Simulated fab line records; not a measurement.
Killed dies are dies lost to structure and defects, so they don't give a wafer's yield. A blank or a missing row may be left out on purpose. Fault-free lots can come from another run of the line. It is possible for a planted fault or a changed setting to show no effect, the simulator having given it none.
Which tool was responsible? || flow sky130 || Sampling: 14 lots, 42 wafers, 4 of 708 route steps

== WHAT THE GAUGES READ, wafer by wafer ==
SKY_SD_N_CD_MEAS_07: the cd target is 380 nm.
{"lot": "L500", "measured": "day 28 04:43", "on": "cd-sem-01", "cd-nm (nm)": "378.4 380.2 380.7"}
{"lot": "L502", "measured": "day 28 16:56", "on": "cd-sem-02", "cd-nm (nm)": "379.8 379.9 380.2"}
{"lot": "L503", "measured": "day 28 21:17", "on": "cd-sem-01", "cd-nm (nm)": "380.8 381.7 376.8"}
{"lot": "L504", "measured": "day 29 16:47", "on": "cd-sem-01", "cd-nm (nm)": "382.2 381.4 382.4"}
{"lot": "L505", "measured": "day 30 05:20", "on": "cd-sem-01", "cd-nm (nm)": "382.7 381.8 382.2"}
{"lot": "L507", "measured": "day 30 05:59", "on": "cd-sem-01", "cd-nm (nm)": "384.9 385.3 385.6"}
{"lot": "L508", "measured": "day 30 16:16", "on": "cd-sem-02", "cd-nm (nm)": "377.0 377.1 374.2"}
{"lot": "L509", "measured": "day 31 05:40", "on": "cd-sem-02", "cd-nm (nm)": "374.0 374.2 373.5"}
{"lot": "L512", "measured": "day 32 03:26", "on": "cd-sem-01", "cd-nm (nm)": "382.5 384.6 380.8"}
{"lot": "L519", "measured": "day 34 04:46", "on": "cd-sem-01", "cd-nm (nm)": "379.8 379.2 379.1"}
{"lot": "L520", "measured": "day 34 09:34", "on": "cd-sem-01", "cd-nm (nm)": "377.0 376.3 377.3"}
{"lot": "L521", "measured": "day 35 18:06", "on": "cd-sem-01", "cd-nm (nm)": "381.9 381.0 382.2"}
{"lot": "L523", "measured": "day 35 19:41", "on": "cd-sem-01", "cd-nm (nm)": "383.5 381.0 382.3"}
{"lot": "L522", "measured": "day 35 20:10", "on": "cd-sem-01", "cd-nm (nm)": "379.2 381.6 380.7"}

== EACH LOT AND THE TOOL THAT RAN IT (in order: tool; ch and the chambers of the sampled wafers; start) ==
{"lot": "L500", "SKY_POLY_GATE_STRIP_18": "plasma-asher-03 ch 0,1, day 16 18:44", "SKY_LDD_N_STRIP_16": "plasma-asher-03 ch 0,1, day 18 02:50", "SKY_SD_P_EXPOSE_04": "iline-stepper-02 ch 0, day 25 02:59"}
{"lot": "L502", "SKY_POLY_GATE_STRIP_18": "plasma-asher-03 ch 0,1, day 17 06:32", "SKY_LDD_N_STRIP_16": "plasma-asher-01 ch 0,1, day 18 16:43", "SKY_SD_P_EXPOSE_04": "iline-stepper-01 ch 0, day 25 17:24"}
{"lot": "L503", "SKY_POLY_GATE_STRIP_18": "plasma-asher-02 ch 0,1, day 17 13:20", "SKY_LDD_N_STRIP_16": "plasma-asher-01 ch 0,1, day 18 21:44", "SKY_SD_P_EXPOSE_04": "iline-stepper-01 ch 0, day 25 21:41"}
{"lot": "L504", "SKY_POLY_GATE_STRIP_18": "plasma-asher-02 ch 0, day 18 02:53", "SKY_LDD_N_STRIP_16": "plasma-asher-03 ch 0,1, day 19 14:11", "SKY_SD_P_EXPOSE_04": "iline-stepper-01 ch 0, day 26 16:47"}
{"lot": "L505", "SKY_POLY_GATE_STRIP_18": "plasma-asher-02 ch 0,1, day 18 12:05", "SKY_LDD_N_STRIP_16": "plasma-asher-01 ch 0,1, day 20 05:05", "SKY_SD_P_EXPOSE_04": "iline-stepper-01 ch 0, day 27 05:40"}
{"lot": "L507", "SKY_POLY_GATE_STRIP_18": "plasma-asher-04 ch 0,1, day 18 19:05", "SKY_LDD_N_STRIP_16": "plasma-asher-03 ch 0,1, day 20 05:04", "SKY_SD_P_EXPOSE_04": "iline-stepper-02 ch 0, day 27 05:54"}
{"lot": "L508", "SKY_POLY_GATE_STRIP_18": "plasma-asher-03 ch 0,1, day 19 10:05", "SKY_LDD_N_STRIP_16": "plasma-asher-02 ch 0,1, day 20 20:23", "SKY_SD_P_EXPOSE_04": "iline-stepper-01 ch 0, day 27 17:28"}
{"lot": "L509", "SKY_POLY_GATE_STRIP_18": "plasma-asher-04 ch 0,1, day 20 00:02", "SKY_LDD_N_STRIP_16": "plasma-asher-03 ch 0,1, day 21 09:46", "SKY_SD_P_EXPOSE_04": "iline-stepper-02 ch 0, day 28 07:43"}
{"lot": "L512", "SKY_POLY_GATE_STRIP_18": "plasma-asher-02 ch 0,1, day 21 01:06", "SKY_LDD_N_STRIP_16": "plasma-asher-03 ch 0,1, day 22 09:55", "SKY_SD_P_EXPOSE_04": "iline-stepper-02 ch 0, day 29 05:09"}
{"lot": "L519", "SKY_POLY_GATE_STRIP_18": "plasma-asher-02 ch 0,1, day 23 10:49", "SKY_LDD_N_STRIP_16": "plasma-asher-01 ch 0,1, day 24 19:31", "SKY_SD_P_EXPOSE_04": "iline-stepper-02, day 31 10:53"}
{"lot": "L520", "SKY_POLY_GATE_STRIP_18": "plasma-asher-04 ch 0,1, day 23 15:26", "SKY_LDD_N_STRIP_16": "plasma-asher-03 ch 0,1, day 25 00:08", "SKY_SD_P_EXPOSE_04": "iline-stepper-02, day 31 14:58"}
{"lot": "L521", "SKY_POLY_GATE_STRIP_18": "plasma-asher-03 ch 0,1, day 24 05:02", "SKY_LDD_N_STRIP_16": "plasma-asher-01 ch 0,1, day 25 13:02", "SKY_SD_P_EXPOSE_04": "iline-stepper-02 ch 0, day 32 03:29"}
{"lot": "L523", "SKY_POLY_GATE_STRIP_18": "plasma-asher-03 ch 0,1, day 24 09:57", "SKY_LDD_N_STRIP_16": "plasma-asher-03 ch 0,1, day 25 18:28", "SKY_SD_P_EXPOSE_04": "iline-stepper-02 ch 0, day 32 08:39"}
{"lot": "L522", "SKY_POLY_GATE_STRIP_18": "plasma-asher-03 ch 0, day 24 11:12", "SKY_LDD_N_STRIP_16": "plasma-asher-02 ch 0,1, day 25 19:22", "SKY_SD_P_EXPOSE_04": "iline-stepper-02 ch 0, day 32 09:15"}
- SKY_POLY_GATE_STRIP_18: strips in O2/N2.
- SKY_LDD_N_STRIP_16: strips in O2/N2.
- SKY_SD_P_EXPOSE_04: exposes mask PSDM, target cd 380 nm.

== WHAT THE TOOLS THEMSELVES READ (means of the sampled wafers that have a number; where no wafer has one, the mark that the record gives instead) ==
SKY_POLY_GATE_STRIP_18.
{"lot": "L500", "tool": "plasma-asher-03", "drypump-motor-current-A (A)": 5.4, "oes-product-au (a.u.)": 0.363, "strip-time-to-endpoint-s (s)": 3.27}
{"lot": "L502", "tool": "plasma-asher-03", "drypump-motor-current-A (A)": 5.5, "oes-product-au (a.u.)": 0.363, "strip-time-to-endpoint-s (s)": 3.14}
{"lot": "L503", "tool": "plasma-asher-02", "drypump-motor-current-A (A)": 5.7, "oes-product-au (a.u.)": 0.369, "strip-time-to-endpoint-s (s)": 3.21}
{"lot": "L504", "tool": "plasma-asher-02", "drypump-motor-current-A (A)": 5.0, "oes-product-au (a.u.)": 0.365, "strip-time-to-endpoint-s (s)": 3.17}
{"lot": "L505", "tool": "plasma-asher-02", "drypump-motor-current-A (A)": 5.4, "oes-product-au (a.u.)": 0.360, "strip-time-to-endpoint-s (s)": 3.19}
{"lot": "L507", "tool": "plasma-asher-04", "drypump-motor-current-A (A)": 6.1, "oes-product-au (a.u.)": 0.363, "strip-time-to-endpoint-s (s)": 3.15}
{"lot": "L508", "tool": "plasma-asher-03", "drypump-motor-current-A (A)": 5.5, "oes-product-au (a.u.)": 0.361, "strip-time-to-endpoint-s (s)": 3.13}
{"lot": "L509", "tool": "plasma-asher-04", "drypump-motor-current-A (A)": 6.3, "oes-product-au (a.u.)": 0.362, "strip-time-to-endpoint-s (s)": 3.25}
{"lot": "L512", "tool": "plasma-asher-02", "drypump-motor-current-A (A)": 5.4, "oes-product-au (a.u.)": 0.361, "strip-time-to-endpoint-s (s)": 3.18}
{"lot": "L519", "tool": "plasma-asher-02", "drypump-motor-current-A (A)": 5.7, "oes-product-au (a.u.)": 0.361, "strip-time-to-endpoint-s (s)": 3.20}
{"lot": "L520", "tool": "plasma-asher-04", "drypump-motor-current-A (A)": 6.1, "oes-product-au (a.u.)": 0.358, "strip-time-to-endpoint-s (s)": 3.12}
{"lot": "L521", "tool": "plasma-asher-03", "drypump-motor-current-A (A)": 5.4, "oes-product-au (a.u.)": 0.361, "strip-time-to-endpoint-s (s)": 3.15}
{"lot": "L523", "tool": "plasma-asher-03", "drypump-motor-current-A (A)": 5.4, "oes-product-au (a.u.)": 0.357, "strip-time-to-endpoint-s (s)": 3.14}
{"lot": "L522", "tool": "plasma-asher-03", "drypump-motor-current-A (A)": 5.5, "oes-product-au (a.u.)": 0.363, "strip-time-to-endpoint-s (s)": 3.17}

SKY_LDD_N_STRIP_16.
{"lot": "L500", "tool": "plasma-asher-03", "drypump-motor-current-A (A)": 5.5, "oes-product-au (a.u.)": 0.409, "strip-time-to-endpoint-s (s)": 4.320}
{"lot": "L502", "tool": "plasma-asher-01", "drypump-motor-current-A (A)": 5.0, "oes-product-au (a.u.)": 0.409, "strip-time-to-endpoint-s (s)": 4.317}
{"lot": "L503", "tool": "plasma-asher-01", "drypump-motor-current-A (A)": 4.9, "oes-product-au (a.u.)": 0.407, "strip-time-to-endpoint-s (s)": 4.313}
{"lot": "L504", "tool": "plasma-asher-03", "drypump-motor-current-A (A)": 5.4, "oes-product-au (a.u.)": 0.406, "strip-time-to-endpoint-s (s)": 4.329}
{"lot": "L505", "tool": "plasma-asher-01", "drypump-motor-current-A (A)": 4.9, "oes-product-au (a.u.)": 0.407, "strip-time-to-endpoint-s (s)": 4.319}
{"lot": "L507", "tool": "plasma-asher-03", "drypump-motor-current-A (A)": 5.5, "oes-product-au (a.u.)": 0.408, "strip-time-to-endpoint-s (s)": 4.303}
{"lot": "L508", "tool": "plasma-asher-02", "drypump-motor-current-A (A)": 5.7, "oes-product-au (a.u.)": 0.407, "strip-time-to-endpoint-s (s)": 4.310}
{"lot": "L509", "tool": "plasma-asher-03", "drypump-motor-current-A (A)": 5.4, "oes-product-au (a.u.)": 0.402, "strip-time-to-endpoint-s (s)": 4.329}
{"lot": "L512", "tool": "plasma-asher-03", "drypump-motor-current-A (A)": 5.5, "oes-product-au (a.u.)": 0.404, "strip-time-to-endpoint-s (s)": 4.308}
{"lot": "L519", "tool": "plasma-asher-01", "drypump-motor-current-A (A)": 4.9, "oes-product-au (a.u.)": 0.407, "strip-time-to-endpoint-s (s)": 4.317}
{"lot": "L520", "tool": "plasma-asher-03", "drypump-motor-current-A (A)": 5.5, "oes-product-au (a.u.)": 0.405, "strip-time-to-endpoint-s (s)": 4.324}
{"lot": "L521", "tool": "plasma-asher-01", "drypump-motor-current-A (A)": 5.0, "oes-product-au (a.u.)": 0.406, "strip-time-to-endpoint-s (s)": 4.321}
{"lot": "L523", "tool": "plasma-asher-03", "drypump-motor-current-A (A)": 5.4, "oes-product-au (a.u.)": 0.405, "strip-time-to-endpoint-s (s)": 4.326}
{"lot": "L522", "tool": "plasma-asher-02", "drypump-motor-current-A (A)": 5.4, "oes-product-au (a.u.)": 0.408, "strip-time-to-endpoint-s (s)": 4.304}

SKY_SD_P_EXPOSE_04.
{"lot": "L500", "tool": "iline-stepper-02", "exposure-dose-mJ-cm2": 137.91, "focus-offset-nm (nm)": 0.1}
{"lot": "L502", "tool": "iline-stepper-01", "exposure-dose-mJ-cm2": 137.80, "focus-offset-nm (nm)": 0.9}
{"lot": "L503", "tool": "iline-stepper-01", "exposure-dose-mJ-cm2": 138.10, "focus-offset-nm (nm)": -0.6}
{"lot": "L504", "tool": "iline-stepper-01", "exposure-dose-mJ-cm2": 137.90, "focus-offset-nm (nm)": -0.2}
{"lot": "L505", "tool": "iline-stepper-01", "exposure-dose-mJ-cm2": 137.77, "focus-offset-nm (nm)": 0.1}
{"lot": "L507", "tool": "iline-stepper-02", "exposure-dose-mJ-cm2": 137.99, "focus-offset-nm (nm)": -0.7}
{"lot": "L508", "tool": "iline-stepper-01", "exposure-dose-mJ-cm2": 137.87, "focus-offset-nm (nm)": 0.2}
{"lot": "L509", "tool": "iline-stepper-02", "exposure-dose-mJ-cm2": 137.92, "focus-offset-nm (nm)": -0.8}
{"lot": "L512", "tool": "iline-stepper-02", "exposure-dose-mJ-cm2": 137.91, "focus-offset-nm (nm)": 0.1}
{"lot": "L519", "tool": "iline-stepper-02", "exposure-dose-mJ-cm2": "-", "focus-offset-nm (nm)": "-"}
{"lot": "L520", "tool": "iline-stepper-02", "exposure-dose-mJ-cm2": "-", "focus-offset-nm (nm)": "-"}
{"lot": "L521", "tool": "iline-stepper-02", "exposure-dose-mJ-cm2": 137.93, "focus-offset-nm (nm)": 0.0}
{"lot": "L523", "tool": "iline-stepper-02", "exposure-dose-mJ-cm2": 137.82, "focus-offset-nm (nm)": -0.3}
{"lot": "L522", "tool": "iline-stepper-02", "exposure-dose-mJ-cm2": 137.91, "focus-offset-nm (nm)": -0.2}

== THE ANSWER, worked out from the rows above alone ==
Rule: what is usual is taken from the lots themselves. Put in order of their means at a reading, lots are off if they are a third of the lots or fewer, leave a main group of 4 or more, and stand apart from it by a gap of 3 or more times the standard deviation of the main group's means; of several such gaps the widest counts. The tables above print the reading to a certain number of digits; a main group whose means all agree to those digits is not used. Also off: a lot with no number at a reading for which 4 or more lots have one. Where the step has rows for the other lots, those lots are counted as sound. First the gauges in route order, then the tools' own readings, where a lot's mean is used as printed above. The first step at which some lot is off is used, and at that step the reading that is off furthest; a lot without a number counts as furthest.
Off: L519, L520 (SKY_SD_P_EXPOSE_04, exposure-dose-mJ-cm2). Without a number there: L519, L520. For the main group the mean is 137.90 and the standard deviation 0.084.
A tool fits if, at that step or a process step before it, it ran every lot that is off, and no sound lot after the first of them. Of those tried, none fits.

== WHAT THE SIMULATOR HAD PUT IN ==
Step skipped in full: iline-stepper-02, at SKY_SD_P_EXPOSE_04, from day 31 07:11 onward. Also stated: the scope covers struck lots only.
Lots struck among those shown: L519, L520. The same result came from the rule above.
